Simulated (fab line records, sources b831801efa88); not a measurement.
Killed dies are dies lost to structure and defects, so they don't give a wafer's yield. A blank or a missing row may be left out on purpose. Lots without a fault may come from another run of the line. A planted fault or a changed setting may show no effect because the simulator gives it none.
fab line records | flow gf180mcu
record lots=12 wafers=36 last_day=34
route steps=602 shown V4@493 PASSIVATION@587
lots that met no fault: from a run of the same line without faults
start_h: hours from the record's first day to the start of the lot's first wafer shown | wait_h: hours since the lot's step before | " the same as in the row above | L1.1+2: a row that stands for several wafers | - no value, or no start given | * or withheld: withheld | < > ~ a bound
route shown NAME@n: a module of which the file shows steps, and the number in the route of the first | usual: mean/standard deviation of fault-free wafers | same: alike in all rows | chamber/n: place in a boat | sites: the reading at each site | _std_site: their standard deviation | _edge_site: outer sites' mean less inner sites' | radius_mm: how far each site lies from the wafer's centre | mask NAME#n: copy n | behind: the tool/chamber that last shaped the wafer | hold: why the lot was held/for how many hours/how that ended | device: the transistor (n, p or np) that didn't switch | end of line: the same wafers' tests at the end of the route | a step without rows: its recipe alone | killed: dies lost to structure and defects at the first sort, not the wafer's yield | map: a wafer's dies, x killed, . not, _ none there
set.NAME: the setting as run; set.NAME@STEP: as run at that earlier step | model.NAME: the simulator's own value behind a step, which no gauge read
steps of the route over a sample of lots; a table a step, a row a wafer
services: from which hour (start_h, from the record's first day; less than 0 if before it) a tool's chamber was out of use, for how many hours, and why
## steps
# step GF_V4_ETCH_17
# recipe chemistry=C4F8/O2/Ar mask_material=KrF target=SiO2 stop_on=TiN source_w=1500 bias_w=1200 pressure_mtorr=40 c4f8_flow_sccm=withheld O2_flow_sccm=6 Ar_flow_sccm=300 time_s=withheld target_depth_a=6300
# usual chamber_pressure_mTorr=40.00/0.034 oes_product_au=0.857/0.0049
# columns lot.wafer tool chamber start_h wait_h chamber_pressure_mTorr oes_product_au
L304.1 rie_diel-03 1 - - 40.03 0.853
L304.3 " 3 " " 39.98 0.853
L304.6 " 1 " " 39.99 0.860
L309.1 rie_diel-03 0 - - 39.99 0.849
L309.2 " 3 " " 40.04 0.860
L309.3 " 2 " " 39.98 0.864
L310.3 rie_diel-01 0 - - 39.97 0.864
L310.4 " 0 " " 40.02 0.858
L310.6 " 1 " " 40.01 0.854
L315.1 rie_diel-01 0 - - 40.04 0.866
L315.2 " 3 " " 40.00 0.855
L315.3 " 2 " " 40.00 0.859
L317.1 rie_diel-01 1 - - 40.03 0.853
L317.3 " 0 " " 39.95 0.856
L317.6 " 2 " " 40.05 0.865
L318.1 rie_diel-01 0 - - 40.01 0.856
L318.2 " 2 " " 40.04 0.852
L318.6 " 0 " " 39.98 0.853
L319.4 rie_diel-03 0 - - 39.98 0.861
L319.5 " 2 " " 39.99 0.857
L319.6 " 3 " " 39.96 0.869
L320.3 rie_diel-01 0 - - 40.00 0.858
L320.5 " 2 " " 39.97 0.859
L320.6 " 3 " " 39.93 0.863
L322.1 rie_diel-03 0 - - 40.01 0.846
L322.5 " 3 " " 40.06 0.864
L322.6 " 0 " " 39.96 0.858
L323.1 rie_diel-01 2 - - 39.97 0.862
L323.3 " 3 " " 39.97 0.865
L323.4 " 1 " " 39.95 0.861
L324.2 rie_diel-02 1 - - 39.97 0.853
L324.3 " 3 " " 40.08 0.856
L324.6 " 1 " " 40.01 0.851
L325.1 rie_diel-02 0 - - 40.00 0.857
L325.2 " 2 " " 40.00 0.853
L325.3 " 1 " " 40.05 0.854
# step GF_PASSIVATION_CVD_00
# recipe material=SiO2 target_thk_nm=1000 precursor=TEOS temp_c=400 time_s=111.95 rf_w=600
# usual heater_power_outer_w=368/62 heater_power_w=630/79 rf_fwd_power_W=596.0/2.1
# columns lot.wafer tool chamber start_h wait_h heater_power_outer_w heater_power_w rf_fwd_power_W
L304.1 pecvd-03 1 660.93 0.0 408 750 595.7
L304.3 " 2 " " 293 515 597.3
L304.6 " 1 " " 327 626 593.2
L309.1 pecvd-02 1 699.88 0.0 380 666 595.5
L309.2 " 0 " " 420 648 689.4
L309.3 " 2 " " 313 528 594.3
L310.3 pecvd-02 1 707.12 0.0 363 601 598.4
L310.4 " 2 " " 298 497 593.3
L310.6 " 0 " " 480 703 689.4
L315.1 pecvd-04 1 742.87 0.0 336 585 599.0
L315.2 " 0 " " 294 605 596.9
L315.3 " 2 " " 326 576 595.9
L317.1 pecvd-03 2 749.31 0.0 318 536 602.1
L317.3 " 1 " " 373 712 597.4
L317.6 " 0 " " 353 597 594.0
L318.1 pecvd-04 2 758.56 0.0 297 529 595.2
L318.2 " 0 " " 367 679 598.2
L318.6 " 1 " " 290 542 597.0
L319.4 pecvd-03 1 765.88 0.0 326 619 596.5
L319.5 " 0 " " 377 645 591.4
L319.6 " 2 " " 243 475 600.4
L320.3 pecvd-03 2 767.52 0.0 331 580 596.2
L320.5 " 0 " " 379 653 594.0
L320.6 " 2 " " 243 459 599.0
L322.1 pecvd-03 2 782.46 0.0 322 576 597.0
L322.5 " 1 " " 431 745 596.3
L322.6 " 0 " " 344 617 592.7
L323.1 pecvd-02 0 787.53 0.0 511 772 593.3
L323.3 " 2 " " 360 611 597.6
L323.4 " 1 " " 298 558 599.2
L324.2 pecvd-02 2 790.27 0.0 338 569 594.3
L324.3 " 1 " " 328 577 600.5
L324.6 " 0 " " 511 755 597.9
L325.1 pecvd-02 1 792.07 0.0 346 617 596.6
L325.2 " 2 " " 394 638 593.6
L325.3 " 0 " " 481 716 594.3
# step GF_PASSIVATION_THK_MEAS_01
# recipe reads=SiO2_of_PASSIVATION_CVD_00
# usual PASSIVATION_CVD_00_THK=995/12
# columns lot.wafer tool chamber start_h wait_h PASSIVATION_CVD_00_THK[nm]
L304.1 film_metro-03 - 661.01 0.0 989
L304.3 " - " " 992
L304.6 " - " " 991
L309.1 film_metro-01 - 699.96 0.0 988
L309.2 " - " " 1032
L309.3 " - " " 989
L310.3 film_metro-04 - 707.22 0.1 993
L310.4 " - " " 1009
L310.6 " - " " 1050
L315.1 film_metro-03 - 742.95 0.0 982
L315.2 " - " " 986
L315.3 " - " " 993
L317.1 film_metro-04 - 749.38 0.0 988
L317.3 " - " " 975
L317.6 " - " " 1006
L318.1 film_metro-01 - 758.64 0.0 1005
L318.2 " - " " 978
L318.6 " - " " 993
L319.4 film_metro-01 - 765.95 0.0 997
L319.5 " - " " 999
L319.6 " - " " 1000
L320.3 film_metro-01 - 767.62 0.1 990
L320.5 " - " " 1002
L320.6 " - " " 997
L322.1 film_metro-01 - 782.54 0.0 992
L322.5 " - " " 1014
L322.6 " - " " 1011
L323.1 film_metro-03 - 787.61 0.0 979
L323.3 " - " " 967
L323.4 " - " " 1011
L324.2 film_metro-03 - 790.36 0.0 974
L324.3 " - " " 991
L324.6 " - " " 1003
L325.1 film_metro-03 - 792.14 0.0 1002
L325.2 " - " " 1001
L325.3 " - " " 987
# step GF_PASSIVATION_CVD_02
# recipe material=Si3N4 target_thk_nm=700 time_s=486.18 temp_c=400 rf_w=450
# usual heater_power_outer_w=390/57 heater_power_w=673/82 rf_fwd_power_W=449.0/1.4
# columns lot.wafer tool chamber start_h wait_h heater_power_outer_w heater_power_w rf_fwd_power_W
L304.1 pecvd-04 0 661.07 0.1 344 646 449.2
L304.3 " 2 " " 329 568 449.6
L304.6 " 2 " " 344 603 451.0
L309.1 pecvd-03 0 700.02 0.1 344 608 447.6
L309.2 " 1 " " 417 757 448.6
L309.3 " 2 " " 293 527 447.8
L310.3 pecvd-03 1 707.26 0.0 461 823 451.3
L310.4 " 2 " " 283 519 448.6
L310.6 " 1 " " 373 673 446.8
L315.1 pecvd-03 1 743.01 0.1 474 807 450.4
L315.2 " 2 " " 334 560 448.2
L315.3 " 0 " " 405 689 447.9
L317.1 pecvd-02 0 749.44 0.1 563 813 448.9
L317.3 " 2 " " 395 642 448.8
L317.6 " 0 " " 440 671 449.4
L318.1 pecvd-02 1 758.70 0.1 439 746 450.8
L318.2 " 0 " " 538 816 452.9
L318.6 " 0 " " 446 680 450.4
L319.4 pecvd-04 0 766.12 0.2 321 636 450.7
L319.5 " 2 " " 343 594 448.5
L319.6 " 1 " " 325 576 449.2
L320.3 pecvd-04 0 767.66 0.0 333 635 447.3
L320.5 " 2 " " 348 583 449.2
L320.6 " 0 " " 375 693 448.0
L322.1 pecvd-04 0 782.60 0.1 434 781 449.4
L322.5 " 2 " " 362 625 447.7
L322.6 " 0 " " 328 643 448.7
L323.1 pecvd-03 1 787.67 0.1 427 772 451.0
L323.3 " 0 " " 437 726 448.9
L323.4 " 0 " " 325 583 448.7
L324.2 pecvd-04 1 790.41 0.0 328 593 450.5
L324.3 " 0 " " 363 676 449.0
L324.6 " 0 " " 394 725 451.3
L325.1 pecvd-04 1 792.20 0.1 405 693 448.8
L325.2 " 2 " " 351 610 450.6
L325.3 " 0 " " 429 780 450.4
# step GF_PASSIVATION_THK_MEAS_03
# recipe reads=Si3N4_of_PASSIVATION_CVD_02
# usual PASSIVATION_CVD_02_THK=700/9.7
# columns lot.wafer tool chamber start_h wait_h PASSIVATION_CVD_02_THK[nm]
L304.1 film_metro-01 - 661.36 0.1 684
L304.3 " - " " 700
L304.6 " - " " 701
L309.1 film_metro-04 - 700.31 0.1 687
L309.2 " - " " 690
L309.3 " - " " 681
L310.3 film_metro-01 - 707.57 0.2 693
L310.4 " - " " 699
L310.6 " - " " 709
L315.1 film_metro-04 - 743.30 0.1 700
L315.2 " - " " 697
L315.3 " - " " 704
L317.1 film_metro-03 - 749.73 0.1 692
L317.3 " - " " 696
L317.6 " - " " 702
L318.1 film_metro-01 - 759.13 0.3 697
L318.2 " - " " 694
L318.6 " - " " 712
L319.4 film_metro-04 - 766.30 0.0 703
L319.5 " - " " 709
L319.6 " - " " 701
L320.3 film_metro-04 - 767.97 0.2 692
L320.5 " - " " 697
L320.6 " - " " 701
L322.1 film_metro-01 - 782.88 0.1 705
L322.5 " - " " 712
L322.6 " - " " 712
L323.1 film_metro-01 - 788.08 0.3 698
L323.3 " - " " 704
L323.4 " - " " 712
L324.2 film_metro-04 - 790.71 0.2 686
L324.3 " - " " 684
L324.6 " - " " 706
L325.1 film_metro-01 - 792.52 0.2 708
L325.2 " - " " 701
L325.3 " - " " 703
## services
# columns tool chamber start_h hours kind
pecvd-03 0 560.89 4.0 repair
rie_diel-01 3 571.52 36.2 repair
pecvd-03 - 591.12 14.0 pm
pecvd-03 0 591.12 14.0 vent_cycle
pecvd-03 1 591.12 14.0 vent_cycle
pecvd-03 2 591.12 14.0 vent_cycle
pecvd-03 0 605.12 - clean
rie_diel-02 - 622.15 2.8 pm
pecvd-03 - 627.72 2.8 pm
rie_diel-03 - 635.06 0.5 repair
rie_diel-03 2 671.09 9.9 repair
pecvd-02 0 675.91 6.5 repair
pecvd-02 - 682.50 3.2 repair
rie_diel-02 1 684.47 6.5 repair
pecvd-04 - 699.59 14.6 pm
pecvd-04 - 714.19 6.0 pm
rie_diel-03 3 716.54 4.2 repair
rie_diel-02 3 719.52 13.8 repair
rie_diel-03 0 726.04 2.5 repair
rie_diel-01 2 741.29 2.6 repair
pecvd-02 2 756.26 15.4 repair
rie_diel-03 - 760.17 1.1 repair
rie_diel-03 2 770.36 9.0 repair
rie_diel-03 0 772.56 5.6 repair
## key
first_sign step=GF_PASSIVATION_CVD_00 reading=rf_fwd_power_W direction=up sigmas=43 usual=596.0 struck=689.4
effect step=GF_PASSIVATION_THK_MEAS_01 reading=PASSIVATION_CVD_00_THK direction=up sigmas=3.8 usual=995 struck=1041
met_at GF_PASSIVATION_CVD_00
struck_lots L309,L310
struck_wafers L309.2,L310.6
not_acting_at GF_V4_ETCH_17,GF_PASSIVATION_CVD_02,GF_PASSIVATION_THK_MEAS_03
fault kind=process_parameter_drift tool=pecvd-02 chamber=0 onset_h=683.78 steps=GF_PASSIVATION_CVD_00 channel=rf_w offset=96 shape=step end_h=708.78 acts_in=these_recipes_only stated=600
